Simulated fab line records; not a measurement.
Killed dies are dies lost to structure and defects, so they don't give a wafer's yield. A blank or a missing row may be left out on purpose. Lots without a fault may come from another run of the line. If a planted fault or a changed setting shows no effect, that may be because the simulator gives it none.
The tool behind it: which one? | flow sky130 | 15 lots with 42 wafers sampled at 2 steps, on a route of 708 steps

== WHAT THE GAUGES SHOWED, per wafer ==
The record holds no reading of a measuring or inspecting step that can be judged against a usual standard deviation.

== WHICH TOOL RAN EACH LOT (tool, then ch and the chambers of the sampled wafers, then the start) ==
lot  | SKY_VIA3_ETCH_14                  | SKY_PAD_OPEN_PROBE_99
L346 | rieDiel-04 ch 0,1,2, day 39 15:12 | prober-01, day 45 17:37
L347 | rieDiel-01 ch 0,2, day 39 18:53   | -
L348 | rieDiel-01 ch 0,1,2, day 40 00:39 | -
L349 | rieDiel-01 ch 0,1, day 40 11:08   | -
L350 | rieDiel-01 ch 0,1,3, day 40 18:48 | prober-01, day 46 16:59
L355 | rieDiel-01 ch 2,3, day 42 04:23   | prober-01, day 47 22:02
L356 | rieDiel-01 ch 1,2, day 42 10:43   | prober-02, day 48 01:29
L359 | rieDiel-01 ch 1,3, day 43 09:41   | prober-01, day 48 20:23
L360 | rieDiel-04 ch 2,3, day 43 12:21   | prober-02, day 48 23:40
L363 | rieDiel-03 ch 0,1,3, day 44 07:52 | -
L364 | rieDiel-03 ch 0,3, day 44 15:39   | prober-02, day 49 22:55
L365 | rieDiel-04 ch 1,2,3, day 44 22:00 | -
L367 | rieDiel-03 ch 1,2,3, day 45 14:39 | -
L368 | rieDiel-04 ch 0,2, day 45 15:36   | prober-02, day 50 14:28
L369 | rieDiel-01 ch 1,3, day 46 20:52   | -
- SKY_VIA3_ETCH_14: etches BARC in N2/H2, stops on SiO2, time 45.9 s, target depth 60 nm.
- SKY_PAD_OPEN_PROBE_99

== AS READ BY THE TOOLS THEMSELVES (means over the sampled wafers that have a number; for cases with no such wafer, the mark the record gives instead) ==
SKY_VIA3_ETCH_14.
lot  | tool       | drypumpMotorCurrentA (A) | oesProductAu (a.u.) | runLengthS (s) | throttleValvePct (%)
L346 | rieDiel-04 | 5.2                      | 0.852               | 74.4           | 13.232
L347 | rieDiel-01 | 5.8                      | 0.855               | 73.4           | 13.222
L348 | rieDiel-01 | 5.8                      | 0.851               | 74.0           | 13.217
L349 | rieDiel-01 | 5.8                      | 0.850               | 74.5           | 13.232
L350 | rieDiel-01 | 5.8                      | 0.858               | 73.8           | 13.210
L355 | rieDiel-01 | 5.9                      | 0.883               | 72.2           | 13.212
L356 | rieDiel-01 | 5.9                      | 0.877               | 72.4           | 13.230
L359 | rieDiel-01 | 6.0                      | 0.914               | 70.8           | 13.226
L360 | rieDiel-04 | 5.5                      | 0.856               | 74.4           | 13.226
L363 | rieDiel-03 | 5.9                      | 0.852               | 74.0           | 13.221
L364 | rieDiel-03 | 6.3                      | 0.855               | 74.5           | 13.230
L365 | rieDiel-04 | 5.3                      | 0.857               | 74.5           | 13.223
L367 | rieDiel-03 | 5.6                      | 0.855               | 74.4           | 13.219
L368 | rieDiel-04 | 5.4                      | 0.851               | 74.1           | 13.224
L369 | rieDiel-01 | 5.9                      | 0.857               | 73.7           | 13.223

SKY_PAD_OPEN_PROBE_99.
lot  | tool      | defectLimitedYield (%) | killed_at_M0_to_M3 | killed_at_M4_up | killedAtContacts | killedAtFrontEnd | killedAtOther | killedDies | killedOpen | killedShort | sort_bin_3_pad_short (%) | sort_bin_5_function (%) | sort_bin_6_memory (%) | sortNPass | sortYieldPct (%)
L346 | prober-01 | 81.8                   | 48                 | 3.0             | 23               | 15               | 0.0           | 90         | 46         | 44          | 1.1                      | 10.5                    | 6.7                   | 402       | 81.8
L350 | prober-01 | 83.1                   | 39                 | 3.0             | 25               | 16               | 0.0           | 83         | 41         | 42          | 0.8                      | 10.1                    | 6.0                   | 409       | 83.1
L355 | prober-01 | 83.1                   | 50                 | 4.0             | 19               | 10               | 0.0           | 83         | 42         | 41          | 0.6                      | 10.4                    | 5.9                   | 409       | 83.1
L356 | prober-02 | 80.4                   | 48                 | 3.0             | 32               | 12               | 1.0           | 96         | 56         | 40          | 1.3                      | 11.1                    | 7.2                   | 396       | 80.4
L359 | prober-01 | 82.4                   | 48                 | 4.5             | 18               | 16               | 0.5           | 86         | 46         | 41          | 0.9                      | 9.8                     | 6.9                   | 406       | 82.4
L360 | prober-02 | 83.0                   | 40                 | 3.7             | 27               | 12               | 0.0           | 83         | 46         | 37          | 0.7                      | 10.5                    | 5.7                   | 409       | 83.0
L364 | prober-02 | 83.0                   | 45                 | 3.0             | 23               | 13               | 0.0           | 84         | 47         | 36          | 1.1                      | 9.1                     | 6.8                   | 408       | 83.0
L368 | prober-02 | 82.0                   | 47                 | 1.7             | 27               | 13               | 0.3           | 89         | 52         | 37          | 0.9                      | 11.4                    | 5.8                   | 403       | 82.0

== THE ANSWER, worked out from the rows above alone ==
Rule: what is usual is taken from the lots themselves. The widest of any qualifying gaps counts: lots, ordered by their means at a reading, are off when they make up no more than a third of the lots, leave a main group of 4 or more, and stand apart from it by 3 or more times the standard deviation of that group's means. If all means in a main group match to the digits the tables above print for the reading, that group is not used. A lot without any number at a reading at which 4 lots or more have one is off too. The other lots that the step has rows for count as sound. After the gauges, taken in route order, come the tools' own readings; for these a lot's mean is taken, as printed above. At the first step where some lot is off, the reading lying furthest off is the one used; lots without a number count as furthest.
Off: L355, L356, L359 (SKY_VIA3_ETCH_14, oesProductAu). Mean 0.854 a.u. and standard deviation 0.0026 in the main group.
A tool fits if, at that step or a process step before it, it ran every lot that is off, and no sound lot after the first of them. Of those tried, none fits.

== WHAT WAS PUT IN BY THE SIMULATOR ==
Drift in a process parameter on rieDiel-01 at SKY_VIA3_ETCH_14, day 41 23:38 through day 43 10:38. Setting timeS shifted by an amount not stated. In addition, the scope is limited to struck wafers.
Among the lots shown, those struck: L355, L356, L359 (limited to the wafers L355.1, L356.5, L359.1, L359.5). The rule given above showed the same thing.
